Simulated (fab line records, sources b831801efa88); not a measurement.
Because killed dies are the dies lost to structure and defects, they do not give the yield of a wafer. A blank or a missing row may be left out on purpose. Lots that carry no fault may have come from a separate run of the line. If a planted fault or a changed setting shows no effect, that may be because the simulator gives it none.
2 desks looking at one fault    flow sky130    each desk has only its own numbers; what lay behind them comes last

== FROM THE METROLOGY DESK ==
Lot by lot, what the gauges showed, no matter which tool ran the lot: averages of those sampled wafers that carry a number. Marked OUT: a lot whose mean sits more than 4 standard deviations from the usual mean, which makes it out of limits; the brackets give that distance.
Columns: A = CONTACT_W_RS at SKY_CONTACT_RS_MEAS_25, usual 0.338 ohm/sq; B = CONTACT_W_THK at SKY_CONTACT_THK_MEAS_26, usual 346 nm
lot   first seen here  A      B
L136  day 33 05:07     0.340  344
L144  day 36 00:42     0.337  346
L150  day 37 20:37     0.339  347
L151  day 37 20:55     0.335  352
L153  day 38 13:50     0.340  345
L154  day 38 21:00     0.339  345
Finding of this desk: none of the 6 lots has anything out of limits.

== FOR THE TOOL OWNER'S DESK: pvd_sputter-01 ==
The tool's own readings at SKY_METAL1_SPUTTER_00 (material Ti, target thk 15 nm, time 10 s): means of the sampled wafers that have a number, for each lot that ran on this tool. Marked OUT: a lot whose mean sits more than 4 standard deviations from the usual mean, which makes it out of limits; the brackets give that distance.
Columns: A = throttle_valve_pct at SKY_METAL1_SPUTTER_00, usual 30.2 %
lot   first seen here  A
L136  day 33 05:35     30.3
L144  day 36 01:11     29.4
L150  day 37 21:06     30.6
L151  day 37 21:42     30.6
Finding of this desk: none of the 4 lots has anything out of limits.

== PUT TOGETHER ==
From the metrology desk's view, nothing was out of limits.
The desk of the tool owner found nothing out of limits.

== WHAT WAS PUT IN BY THE SIMULATOR ==
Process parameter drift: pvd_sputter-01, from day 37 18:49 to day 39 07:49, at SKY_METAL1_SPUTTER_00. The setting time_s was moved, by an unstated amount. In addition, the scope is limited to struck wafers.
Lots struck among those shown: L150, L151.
